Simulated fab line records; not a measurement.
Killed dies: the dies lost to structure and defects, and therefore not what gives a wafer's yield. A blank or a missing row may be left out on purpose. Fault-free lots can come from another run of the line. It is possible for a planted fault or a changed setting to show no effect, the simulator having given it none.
Check for tools in common || flow sky130 || 39 wafers sampled across 13 lots

== REASON IT WAS OPENED ==
At SKY_LDD_HVP_TW_MEAS_10 the reading LDD_HVP_TW is flagged on 2 of 13 lots. No-fault wafers: 459.8, standard deviation 1.9.
Rule: a lot is flagged in two cases, either no wafer of it has a number, or all its wafers with numbers fall more than 4 standard deviations from that mean. All remaining lots are regarded as sound.

{"lot": "L742", "measured": "day 22 13:01", "on": "filmMetro-02", "LDD_HVP_TW, wafer by wafer": "460.9 458.8 457.7", "flag": ""}
{"lot": "L743", "measured": "day 23 00:14", "on": "filmMetro-01", "LDD_HVP_TW, wafer by wafer": "460.1 460.0 462.7", "flag": ""}
{"lot": "L745", "measured": "day 23 01:44", "on": "filmMetro-04", "LDD_HVP_TW, wafer by wafer": "457.2 459.5 460.4", "flag": ""}
{"lot": "L747", "measured": "day 23 22:04", "on": "filmMetro-01", "LDD_HVP_TW, wafer by wafer": "457.8 459.9 458.0", "flag": ""}
{"lot": "L746", "measured": "day 24 00:22", "on": "filmMetro-02", "LDD_HVP_TW, wafer by wafer": "460.6 458.0 459.3", "flag": ""}
{"lot": "L749", "measured": "day 24 17:29", "on": "filmMetro-02", "LDD_HVP_TW, wafer by wafer": "438.5 437.9 438.9", "flag": "FLAGGED"}
{"lot": "L751", "measured": "day 25 15:34", "on": "filmMetro-02", "LDD_HVP_TW, wafer by wafer": "435.9 437.2 435.7", "flag": "FLAGGED"}
{"lot": "L757", "measured": "day 27 17:55", "on": "filmMetro-02", "LDD_HVP_TW, wafer by wafer": "459.6 458.4 459.2", "flag": ""}
{"lot": "L758", "measured": "day 28 01:22", "on": "filmMetro-02", "LDD_HVP_TW, wafer by wafer": "460.8 457.1 457.9", "flag": ""}
{"lot": "L759", "measured": "day 28 11:25", "on": "filmMetro-02", "LDD_HVP_TW, wafer by wafer": "458.3 461.2 461.2", "flag": ""}
{"lot": "L760", "measured": "day 28 18:46", "on": "filmMetro-02", "LDD_HVP_TW, wafer by wafer": "459.7 461.1 462.6", "flag": ""}
{"lot": "L761", "measured": "day 29 02:40", "on": "filmMetro-01", "LDD_HVP_TW, wafer by wafer": "458.3 462.3 458.7", "flag": ""}
{"lot": "L762", "measured": "day 29 04:49", "on": "filmMetro-01", "LDD_HVP_TW, wafer by wafer": "463.1 459.3 462.5", "flag": ""}
The mean of the flagged lots' numbers is 437.3, -22.5 from the usual (-12 standard deviations).

== WHICH TOOL EACH LOT WENT THROUGH ==
The record keeps 1 process step preceding the reading, out of 708 steps on the route. Read each cell as the tool, then ch plus the chambers that the sampled wafers visited, then the start.
{"lot": "L742", "flag": "", "SKY_LDD_HVP_IMPLANT_08": "implanter-04 ch 0, day 22 12:46"}
{"lot": "L743", "flag": "", "SKY_LDD_HVP_IMPLANT_08": "implanter-02 ch 0, day 23 00:00"}
{"lot": "L745", "flag": "", "SKY_LDD_HVP_IMPLANT_08": "implanter-02 ch 0, day 23 01:30"}
{"lot": "L747", "flag": "", "SKY_LDD_HVP_IMPLANT_08": "implanter-02 ch 0, day 23 21:50"}
{"lot": "L746", "flag": "", "SKY_LDD_HVP_IMPLANT_08": "implanter-01 ch 0, day 24 00:08"}
{"lot": "L749", "flag": "FLAGGED", "SKY_LDD_HVP_IMPLANT_08": "implanter-02 ch 0, day 24 17:15"}
{"lot": "L751", "flag": "FLAGGED", "SKY_LDD_HVP_IMPLANT_08": "implanter-02 ch 0, day 25 15:20"}
{"lot": "L757", "flag": "", "SKY_LDD_HVP_IMPLANT_08": "implanter-01 ch 0, day 27 17:41"}
{"lot": "L758", "flag": "", "SKY_LDD_HVP_IMPLANT_08": "implanter-04 ch 0, day 28 01:08"}
{"lot": "L759", "flag": "", "SKY_LDD_HVP_IMPLANT_08": "implanter-02 ch 0, day 28 11:10"}
{"lot": "L760", "flag": "", "SKY_LDD_HVP_IMPLANT_08": "implanter-01 ch 0, day 28 18:31"}
{"lot": "L761", "flag": "", "SKY_LDD_HVP_IMPLANT_08": "implanter-01 ch 0, day 29 02:25"}
{"lot": "L762", "flag": "", "SKY_LDD_HVP_IMPLANT_08": "implanter-02 ch 0, day 29 04:34"}
What the steps here do:
- SKY_LDD_HVP_IMPLANT_08
- SKY_LDD_HVP_TW_MEAS_10

== FLAGGED AGAINST TOTAL, ONE TOOL AT A TIME (gauges that did the reading follow at the end) ==
{"step": "SKY_LDD_HVP_IMPLANT_08", "tool": "implanter-01", "lots run": 4, "flagged": 0, "share of the flagged lots": "none", "sound lots run after its first flagged lot": "-"}
{"step": "SKY_LDD_HVP_IMPLANT_08", "tool": "implanter-02", "lots run": 7, "flagged": 2, "share of the flagged lots": "all", "sound lots run after its first flagged lot": "2 (L759,L762)"}
{"step": "SKY_LDD_HVP_IMPLANT_08", "tool": "implanter-04", "lots run": 2, "flagged": 0, "share of the flagged lots": "none", "sound lots run after its first flagged lot": "-"}
{"step": "SKY_LDD_HVP_TW_MEAS_10", "tool": "filmMetro-01", "lots run": 4, "flagged": 0, "share of the flagged lots": "none", "sound lots run after its first flagged lot": "-"}
{"step": "SKY_LDD_HVP_TW_MEAS_10", "tool": "filmMetro-02", "lots run": 8, "flagged": 2, "share of the flagged lots": "all", "sound lots run after its first flagged lot": "4 (L757,L758,L759,L760)"}
{"step": "SKY_LDD_HVP_TW_MEAS_10", "tool": "filmMetro-04", "lots run": 1, "flagged": 0, "share of the flagged lots": "none", "sound lots run after its first flagged lot": "-"}

== WHAT THE TABLE PERMITS ==
2 rows of the table ran every flagged lot: implanter-02 at SKY_LDD_HVP_IMPLANT_08, filmMetro-02 at SKY_LDD_HVP_TW_MEAS_10.
- implanter-02 at SKY_LDD_HVP_IMPLANT_08: 2 of its 7 lots flagged. After the first flagged lot (L759, L762), sound lots still ran on it; a lasting fault on the whole tool would not permit that. Its own readings lie more than 4 standard deviations out on every wafer of the flagged lots: doseIonsCm2, faradayCurrentUA.
- filmMetro-02 at SKY_LDD_HVP_TW_MEAS_10: 2 of its 8 lots flagged. After the first flagged lot (L757, L758, L759, L760), sound lots still ran on it; a lasting fault on the whole tool would not permit that.
No row of the table ran every flagged lot and no sound lot after the first.

== WHAT THE SIMULATOR HAD PUT IN ==
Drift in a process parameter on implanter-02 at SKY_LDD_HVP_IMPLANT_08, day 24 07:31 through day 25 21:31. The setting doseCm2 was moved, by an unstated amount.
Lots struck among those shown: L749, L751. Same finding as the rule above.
